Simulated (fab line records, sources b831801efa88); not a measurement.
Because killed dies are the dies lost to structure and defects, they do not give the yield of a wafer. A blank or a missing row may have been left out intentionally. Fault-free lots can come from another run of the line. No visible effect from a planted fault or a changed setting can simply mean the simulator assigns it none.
Chamber matching | flow sky130 | SKY_VIA1_ETCH_14 on rie_diel-01 has 4 sister chambers
The step etches BARC in N2/H2, stops on SiO2, time 45.9 s, target depth 60 nm. 4 wafers are shown with their chamber, then 9 later ones without.

EACH WAFER AND ITS CHAMBER
wafer  | chamber | drypump_motor_current_A (A)
L119.3 | 3       | 4.9
L119.5 | 2       | 5.5
L122.3 | 1       | 6.1
L122.6 | 0       | 5.8

WAFERS WITH NO CHAMBER GIVEN
wafer  | drypump_motor_current_A (A)
L123.2 | 6.2
L123.3 | 5.8
L123.5 | 5.0
L130.2 | 6.1
L130.4 | 5.5
L130.6 | 4.9
L132.3 | 6.1
L132.4 | 5.4
L132.5 | 6.1

EACH ONE'S CHAMBER
wafer  | from the rows above | in truth
L123.2 | 1                   | 1
L123.3 | 0                   | 0
L123.5 | 3                   | 3
L130.2 | 1                   | 1
L130.4 | 2                   | 2
L130.6 | 3                   | 3
L132.3 | 1                   | 1
L132.4 | 2                   | 2
L132.5 | 1                   | 1
Correct placement for 9 of the 9. Number that these rows cannot place: 0. Placed wrongly: 0.
How it was worked out, from the rows above alone: a wafer's distance from a chamber is the root of the sum, over the readings, of the square of ((its reading less the chamber's mean) divided by the reading's scatter). If the next closest chamber is less than 2 further off than the closest, the wafer can't be placed; otherwise it belongs to the closest. For every chamber, the mean is computed from those of its wafers that are shown. The scatter: with one shown wafer a chamber, the root of the mean of the squares of how far each hidden wafer lies from its nearest shown one.
